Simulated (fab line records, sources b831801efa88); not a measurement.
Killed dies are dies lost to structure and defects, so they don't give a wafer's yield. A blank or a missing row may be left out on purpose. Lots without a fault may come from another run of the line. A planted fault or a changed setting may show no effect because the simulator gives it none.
Which tool did it? | flow sky130 | 24 lots, 72 wafers sampled, at 6 steps of a route of 708

WHAT THE GAUGES READ, wafer by wafer
SKY_LI_CONTACT_BOW_MEAS_03.
lot  | measured     | on            | LI_CONTACT_BOW (um)
L075 | day 27 21:46 | film_metro-02 | 57 56 54
L074 | day 27 22:49 | film_metro-02 | 67 63 51
L076 | day 28 17:19 | film_metro-01 | 56 59 64
L077 | day 28 20:20 | film_metro-02 | 61 49 46
L078 | day 29 13:06 | film_metro-04 | 50 51 57
L080 | day 30 10:43 | film_metro-04 | 59 37 52
L079 | day 30 12:59 | film_metro-04 | 69 40 50
L081 | day 30 16:56 | film_metro-02 | 48 61 59
L082 | day 30 19:15 | film_metro-04 | 48 51 57
L083 | day 31 00:23 | film_metro-04 | 47 46 45
L084 | day 31 04:43 | film_metro-04 | 55 56 44
L085 | day 31 22:56 | film_metro-01 | 56 52 51
L086 | day 32 00:35 | film_metro-01 | 59 62 59
L087 | day 32 15:49 | film_metro-01 | 58 48 49
L088 | day 32 23:31 | film_metro-01 | 54 51 51
L089 | day 33 01:53 | film_metro-02 | 54 51 62
L090 | day 33 11:15 | film_metro-02 | 65 52 61
L091 | day 33 13:28 | film_metro-04 | 46 59 52
L092 | day 33 15:56 | film_metro-02 | 56 41 51
L093 | day 34 05:28 | film_metro-04 | 40 54 46
L094 | day 34 13:50 | film_metro-02 | 38 60 54
L095 | day 34 15:01 | film_metro-04 | 57 62 49
L096 | day 34 19:53 | film_metro-01 | 43 55 40
L097 | day 35 08:13 | film_metro-01 | 60 49 51

SKY_METAL5_RS_MEAS_05: measures by four-point-probe.
lot  | measured     | on            | METAL5_ALCU_RS (ohm/sq)
L075 | day 42 13:26 | film_metro-02 | 0.0268 0.0269 0.0271
L074 | day 42 15:28 | film_metro-03 | 0.0269 0.0268 0.0266
L076 | day 43 05:11 | film_metro-01 | 0.0267 0.0269 0.0269
L077 | day 43 11:37 | film_metro-01 | 0.0268 0.0267 0.0266
L078 | day 43 23:46 | film_metro-03 | 0.0268 0.0271 0.0269
L080 | day 44 16:45 | film_metro-03 | 0.0277 0.0277 0.0274
L079 | day 44 19:17 | film_metro-03 | 0.0275 0.0274 0.0275
L081 | day 44 22:47 | film_metro-03 | 0.0273 0.0272 0.0271
L082 | day 45 01:40 | film_metro-03 | 0.0266 0.0266 0.0266
L083 | day 45 06:06 | film_metro-01 | 0.0275 0.0273 0.0273
L084 | day 45 08:56 | film_metro-01 | 0.0271 0.0271 0.0269
L085 | day 45 22:48 | film_metro-02 | 0.0273 0.0279 0.0272
L086 | day 46 05:43 | film_metro-01 | 0.0280 0.0273 0.0275
L087 | day 46 11:22 | film_metro-02 | 0.0272 0.0269 0.0273
L088 | day 46 14:41 | film_metro-03 | 0.0275 0.0275 0.0275
L089 | day 46 15:07 | film_metro-03 | 0.0267 0.0267 0.0269
L090 | day 47 05:22 | film_metro-01 | 0.0271 0.0271 0.0271
L091 | day 47 06:04 | film_metro-03 | 0.0274 0.0278 0.0272
L092 | day 47 08:46 | film_metro-03 | 0.0270 0.0266 0.0265
L093 | day 47 13:59 | film_metro-01 | 0.0269 0.0274 0.0267
L094 | day 47 23:19 | film_metro-01 | 0.0270 0.0272 0.0270
L095 | day 48 01:00 | film_metro-02 | 0.0265 0.0265 0.0264
L096 | day 48 01:52 | film_metro-02 | 0.0271 0.0270 0.0273
L097 | day 48 07:37 | film_metro-02 | 0.0271 0.0271 0.0271

WHICH TOOL RAN EACH LOT (tool, then ch and the chambers of the sampled wafers, then the start)
lot  | SKY_METAL2_DESCUM_17              | SKY_VIA2_ETCH_14                   | SKY_METAL4_DESCUM_15              | SKY_VIA4_CVD_18
L075 | rie_metal-03 ch 0,1, day 34 19:14 | rie_diel-04 ch 0,1,2, day 36 00:19 | rie_metal-02 ch 0,1, day 41 09:40 | cvd_w-02 ch 0,1, day 42 12:39
L074 | rie_metal-04 ch 0,1, day 34 20:31 | rie_diel-03 ch 0,2, day 36 01:32   | rie_metal-04 ch 0,1, day 41 11:27 | cvd_w-02 ch 0,1, day 42 14:40
L076 | rie_metal-03 ch 0,1, day 35 15:07 | rie_diel-01 ch 0,1,3, day 36 18:06 | rie_metal-04 ch 0,1, day 42 04:15 | cvd_w-02 ch 0,1, day 43 04:22
L077 | rie_metal-04 ch 0,1, day 35 19:39 | rie_diel-03 ch 0,1,3, day 36 22:46 | rie_metal-02 ch 0,1, day 42 09:25 | cvd_w-02 ch 0,1, day 43 10:34
L078 | rie_metal-04 ch 0,1, day 36 12:46 | rie_diel-01 ch 0,1,3, day 37 15:52 | rie_metal-04 ch 0,1, day 42 22:49 | cvd_w-01 ch 0,1, day 43 22:57
L080 | rie_metal-02 ch 0,1, day 37 08:01 | rie_diel-01 ch 0,2, day 38 10:52   | rie_metal-04 ch 0,1, day 43 16:22 | cvd_w-02 ch 0,1, day 44 15:58
L079 | rie_metal-04 ch 0, day 37 09:18   | rie_diel-04 ch 2,3, day 38 12:15   | rie_metal-02 ch 0,1, day 43 18:25 | cvd_w-02 ch 0,1, day 44 18:27
L081 | rie_metal-04 ch 0, day 37 15:32   | rie_diel-01 ch 1,3, day 38 18:19   | rie_metal-04 ch 0, day 43 22:57   | cvd_w-01 ch 0,1, day 44 21:58
L082 | rie_metal-02 ch 0,1, day 37 18:16 | rie_diel-03 ch 1,2, day 38 19:57   | rie_metal-03 ch 0,1, day 44 01:13 | cvd_w-02 ch 1, day 45 00:51
L083 | rie_metal-04 ch 0,1, day 37 23:35 | rie_diel-01 ch 0,1, day 39 01:52   | rie_metal-04 ch 0,1, day 44 05:45 | cvd_w-01 ch 0,1, day 45 04:16
L084 | rie_metal-02 ch 0, day 38 03:16   | rie_diel-04 ch 1,3, day 39 05:24   | rie_metal-03 ch 1, day 44 10:27   | cvd_w-01 ch 0,1, day 45 08:07
L085 | rie_metal-03 ch 0,1, day 38 19:40 | rie_diel-03 ch 1,2,3, day 39 21:24 | rie_metal-03 ch 0,1, day 44 23:46 | cvd_w-02 ch 0,1, day 45 22:00
L086 | rie_metal-04 ch 0,1, day 38 23:55 | rie_diel-01 ch 0,1,3, day 40 02:24 | rie_metal-03 ch 0,1, day 45 04:45 | cvd_w-02 ch 0,1, day 46 04:31
L087 | rie_metal-02 ch 0,1, day 39 10:24 | rie_diel-04 ch 1,2, day 40 11:45   | rie_metal-02 ch 0,1, day 45 11:51 | cvd_w-01 ch 0,1, day 46 10:34
L088 | rie_metal-02 ch 0,1, day 39 16:57 | rie_diel-01 ch 1,3, day 40 18:33   | rie_metal-02 ch 0,1, day 45 15:15 | cvd_w-02 ch 0,1, day 46 13:51
L089 | rie_metal-03 ch 0,1, day 39 18:53 | rie_diel-03 ch 1,2,3, day 40 19:52 | rie_metal-04 ch 0,1, day 45 16:25 | cvd_w-01 ch 0,1, day 46 14:19
L090 | rie_metal-04 ch 0,1, day 40 05:12 | rie_diel-04 ch 0,1,2, day 41 06:42 | rie_metal-02 ch 0,1, day 46 05:42 | cvd_w-02 ch 1, day 47 04:34
L091 | rie_metal-03 ch 0,1, day 40 07:32 | rie_diel-04 ch 1,2,3, day 41 08:45 | rie_metal-04 ch 0,1, day 46 06:41 | cvd_w-01 ch 0,1, day 47 05:15
L092 | rie_metal-04 ch 0,1, day 40 10:46 | rie_diel-04 ch 2,3, day 41 12:09   | rie_metal-04 ch 0,1, day 46 09:35 | cvd_w-01 ch 0,1, day 47 07:57
L093 | rie_metal-02 ch 0,1, day 40 20:22 | rie_diel-03 ch 2,3, day 41 22:13   | rie_metal-02 ch 0,1, day 46 14:43 | cvd_w-02 ch 0,1, day 47 13:11
L094 | rie_metal-04 ch 0,1, day 41 05:13 | rie_diel-03 ch 0,1,3, day 42 06:55 | rie_metal-04 ch 0,1, day 47 00:36 | cvd_w-02 ch 0,1, day 47 22:30
L095 | rie_metal-03 ch 0,1, day 41 06:21 | rie_diel-01 ch 0,2, day 42 08:57   | rie_metal-03 ch 0,1, day 47 02:03 | cvd_w-01 ch 0,1, day 48 00:12
L096 | rie_metal-02 ch 0,1, day 41 10:18 | rie_diel-01 ch 0,1,2, day 42 12:57 | rie_metal-03 ch 0,1, day 47 03:31 | cvd_w-01 ch 0,1, day 48 01:04
L097 | rie_metal-03 ch 0,1, day 41 18:28 | rie_diel-01 ch 0,1,3, day 42 19:58 | rie_metal-04 ch 0,1, day 47 10:10 | cvd_w-01 ch 0,1, day 48 06:49
- SKY_METAL2_DESCUM_17: chemistry O2, time 8 s.
- SKY_VIA2_ETCH_14: etches BARC in N2/H2, stops on SiO2, time 45.9 s, target depth 60 nm.
- SKY_METAL4_DESCUM_15: chemistry O2, time 8 s.
- SKY_VIA4_CVD_18: deposits W, target thk 505 nm, time 152.14 s.

WHAT THE TOOLS THEMSELVES READ (means of the sampled wafers that have a number; where no wafer has one, the mark that the record gives instead)
SKY_METAL2_DESCUM_17.
lot  | tool         | drypump_motor_current_A (A) | he_backside_leak_sccm (sccm) | oes_product_au (a.u.)
L075 | rie_metal-03 | 6.2                         | 3.59                         | 1.003
L074 | rie_metal-04 | 5.0                         | 3.20                         | 0.997
L076 | rie_metal-03 | 6.2                         | 3.41                         | 1.005
L077 | rie_metal-04 | 5.3                         | 3.81                         | 0.989
L078 | rie_metal-04 | 5.3                         | 3.89                         | 0.995
L080 | rie_metal-02 | 5.9                         | 3.38                         | 1.006
L079 | rie_metal-04 | 4.6                         | 3.18                         | 0.997
L081 | rie_metal-04 | 4.6                         | 3.19                         | 0.988
L082 | rie_metal-02 | 5.7                         | 3.40                         | 1.007
L083 | rie_metal-04 | 5.3                         | 3.20                         | 0.996
L084 | rie_metal-02 | 5.5                         | 3.31                         | 1.019
L085 | rie_metal-03 | 6.3                         | 3.39                         | 1.002
L086 | rie_metal-04 | 5.3                         | 3.42                         | 1.001
L087 | rie_metal-02 | 5.7                         | 3.28                         | 1.019
L088 | rie_metal-02 | 5.7                         | 3.34                         | 1.016
L089 | rie_metal-03 | 6.3                         | 3.56                         | 1.007
L090 | rie_metal-04 | 5.3                         | 3.24                         | 1.002
L091 | rie_metal-03 | 6.3                         | 3.45                         | 1.001
L092 | rie_metal-04 | 4.9                         | 2.97                         | 1.008
L093 | rie_metal-02 | 5.9                         | 3.30                         | 1.023
L094 | rie_metal-04 | 5.0                         | 3.38                         | 1.009
L095 | rie_metal-03 | 6.3                         | 3.44                         | 1.007
L096 | rie_metal-02 | 5.9                         | 3.24                         | 1.022
L097 | rie_metal-03 | 6.3                         | 3.64                         | 1.002

SKY_VIA2_ETCH_14.
lot  | tool        | drypump_motor_current_A (A) | oes_product_au (a.u.) | throttle_valve_pct (%)
L075 | rie_diel-04 | 6.0                         | 0.858                 | 13.223
L074 | rie_diel-03 | 5.6                         | 0.857                 | 13.217
L076 | rie_diel-01 | 5.8                         | 0.855                 | 13.223
L077 | rie_diel-03 | 5.1                         | 0.856                 | 13.227
L078 | rie_diel-01 | 5.9                         | 0.856                 | 13.219
L080 | rie_diel-01 | 6.4                         | 0.852                 | 13.225
L079 | rie_diel-04 | 6.1                         | 0.852                 | 13.219
L081 | rie_diel-01 | 5.6                         | 0.854                 | 13.217
L082 | rie_diel-03 | 5.5                         | 0.858                 | 13.231
L083 | rie_diel-01 | 6.1                         | 0.858                 | 13.223
L084 | rie_diel-04 | 5.8                         | 0.855                 | 13.225
L085 | rie_diel-03 | 5.4                         | 0.855                 | 13.217
L086 | rie_diel-01 | 5.8                         | 0.856                 | 13.232
L087 | rie_diel-04 | 5.9                         | 0.855                 | 13.220
L088 | rie_diel-01 | 5.6                         | 0.858                 | 13.232
L089 | rie_diel-03 | 5.4                         | 0.855                 | 13.226
L090 | rie_diel-04 | 6.0                         | 0.858                 | 13.223
L091 | rie_diel-04 | 6.0                         | 0.855                 | 13.226
L092 | rie_diel-04 | 6.2                         | 0.853                 | 13.231
L093 | rie_diel-03 | 5.6                         | 0.853                 | 13.224
L094 | rie_diel-03 | 5.1                         | 0.853                 | 13.231
L095 | rie_diel-01 | 6.4                         | 0.852                 | 13.234
L096 | rie_diel-01 | 6.0                         | 0.857                 | 13.221
L097 | rie_diel-01 | 5.8                         | 0.858                 | 13.226

SKY_METAL4_DESCUM_15.
lot  | tool         | drypump_motor_current_A (A) | he_backside_leak_sccm (sccm) | oes_product_au (a.u.)
L075 | rie_metal-02 | 5.7                         | 3.29                         | 1.019
L074 | rie_metal-04 | 5.4                         | 3.16                         | 1.006
L076 | rie_metal-04 | 4.9                         | 3.19                         | 1.016
L077 | rie_metal-02 | 5.9                         | 3.38                         | 1.002
L078 | rie_metal-04 | 5.3                         | 3.18                         | 1.017
L080 | rie_metal-04 | 5.3                         | 3.11                         | 1.009
L079 | rie_metal-02 | 5.7                         | 3.29                         | 1.022
L081 | rie_metal-04 | 4.6                         | 3.03                         | 1.000
L082 | rie_metal-03 | 6.2                         | 3.73                         | 1.004
L083 | rie_metal-04 | 5.3                         | 3.15                         | 1.016
L084 | rie_metal-03 | 6.4                         | 3.71                         | 1.010
L085 | rie_metal-03 | 6.3                         | 3.42                         | 1.002
L086 | rie_metal-03 | 6.1                         | 3.55                         | 1.007
L087 | rie_metal-02 | 5.7                         | 3.27                         | 1.016
L088 | rie_metal-02 | 5.8                         | 3.38                         | 1.007
L089 | rie_metal-04 | 5.4                         | 3.07                         | 1.007
L090 | rie_metal-02 | 5.9                         | 3.51                         | 1.006
L091 | rie_metal-04 | 5.3                         | 3.31                         | 1.009
L092 | rie_metal-04 | 5.4                         | 3.21                         | 1.007
L093 | rie_metal-02 | 5.7                         | 3.43                         | 1.014
L094 | rie_metal-04 | 5.3                         | 3.28                         | 1.005
L095 | rie_metal-03 | 6.3                         | 3.52                         | 1.006
L096 | rie_metal-03 | 6.3                         | 3.70                         | 1.008
L097 | rie_metal-04 | 4.9                         | 3.38                         | 1.005

SKY_VIA4_CVD_18.
lot  | tool     | heater_power_w (W)
L075 | cvd_w-02 | 956
L074 | cvd_w-02 | 887
L076 | cvd_w-02 | 893
L077 | cvd_w-02 | 884
L078 | cvd_w-01 | 863
L080 | cvd_w-02 | 888
L079 | cvd_w-02 | 959
L081 | cvd_w-01 | 861
L082 | cvd_w-02 | 1037
L083 | cvd_w-01 | 875
L084 | cvd_w-01 | 879
L085 | cvd_w-02 | 886
L086 | cvd_w-02 | 884
L087 | cvd_w-01 | 931
L088 | cvd_w-02 | 973
L089 | cvd_w-01 | 916
L090 | cvd_w-02 | 1025
L091 | cvd_w-01 | 919
L092 | cvd_w-01 | 865
L093 | cvd_w-02 | 979
L094 | cvd_w-02 | 970
L095 | cvd_w-01 | 867
L096 | cvd_w-01 | 894
L097 | cvd_w-01 | 889

THE ANSWER, worked out from the rows above alone
Rule: what is usual is taken from the lots themselves. Put in order of their means at a reading, lots are off if they are a third of the lots or fewer, leave a main group of 4 or more, and stand apart from it by a gap of 3 or more times the standard deviation of the main group's means; of several such gaps the widest counts. A main group whose means are all the same, to the digits that the tables above print for the reading, isn't used. A lot without any number at a reading at which 4 lots or more have one is off too. The other lots that the step has rows for count as sound. The gauges are gone through in route order, then the tools' own readings, and for those a lot's mean is taken as printed above. The first step at which some lot is off is used, and at that step the reading that is off furthest; a lot without a number counts as furthest.
No lot is off at any reading shown: from this, nothing can be told.

WHAT THE SIMULATOR HAD PUT IN
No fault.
